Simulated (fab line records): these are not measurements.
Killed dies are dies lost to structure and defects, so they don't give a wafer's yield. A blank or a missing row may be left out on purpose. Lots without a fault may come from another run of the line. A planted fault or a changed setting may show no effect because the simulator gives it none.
A single fault, viewed from 2 desks	flow gf180mcu	each desk holds nothing but its own numbers, with what lay behind them at the end

== DESK OF THE TOOL OWNER: iline stepper-02 ==
The tool's own readings at GF_HV_LDD_EXPOSE_16 (exposes mask Pplus LV AREA, target cd 400 nm): means of the sampled wafers that have a number, for each lot that ran on this tool. The brackets show how far a lot's mean lies from the usual mean; more than 4 standard deviations puts the lot out of limits, marked OUT.
Columns: A = exposure dose mJ cm2 at GF_HV_LDD_EXPOSE_16, usual 140.02
lot	first seen here	A
L732	day 10 15:52	139.94
L734	day 11 00:37	140.18
L739	day 12 12:35	140.05
L742	day 13 06:50	140.01
L745	day 14 08:17	142.15 (+15) OUT
L747	day 14 23:26	142.27 (+16) OUT
L748	day 15 07:53	142.26 (+16) OUT
L750	day 15 19:17	142.22 (+16) OUT
This desk's verdict: out of limits on L745, L747, L748, L750, starting with L745 at day 14 08:17 (exposure dose mJ cm2 at GF_HV_LDD_EXPOSE_16). Within limits: L732, L734, L739, L742.

== METROLOGY DESK ==
Lot by lot, what the gauges showed, no matter which tool ran the lot: averages of those sampled wafers that carry a number. The brackets show how far a lot's mean lies from the usual mean; more than 4 standard deviations puts the lot out of limits, marked OUT.
Columns: A = HV_LDD_02_OVL at GF_HV_LDD_OVL_MEAS_32, usual 0.2 nm; B = V1_OVL at GF_V1_OVL_MEAS_15, usual 0 nm
lot	first seen here	A	B
L732	day 11 19:04	1.8	-1
L733	day 12 00:53	-1.2	-1
L734	day 12 04:31	2.7	-1
L735	day 12 11:22	0.6	-3
L739	day 13 18:52	-1.6	0
L742	day 14 14:17	0.8	7
L744	day 15 06:40	3.0	-7
L745	day 15 16:40	-0.2	1
L746	day 15 23:25	-0.0	2
L747	day 16 07:16	1.1	2
L748	day 16 17:31	1.0	-11
L750	day 17 04:25	1.2	4
L751	day 17 19:45	1.7	0
L752	day 18 00:01	-1.6	-6
Finding of this desk: none of the 14 lots has anything out of limits.

== BROUGHT TOGETHER ==
The tool owner's desk could have raised an alarm at day 14 08:17, on L745, L747, L748, L750.
Metrology desk: nothing out of limits seen.
The metrology desk has L745, L747, L748, L750 on record, within its limits.
GF_HV_LDD_EXPOSE_16 was run on iline stepper-02 by each of the lots named.

== WHAT HAD BEEN PUT IN BY THE SIMULATOR ==
Drift in process parameters on iline stepper-02 at GF_HV_LDD_EXPOSE_16, starting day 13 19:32. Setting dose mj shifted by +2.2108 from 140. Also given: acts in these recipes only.
Struck lots among those shown: L745, L747, L748, L750.
Each desk's first reading out of limits, in hours after the fault started: the tool owner's desk, 13.
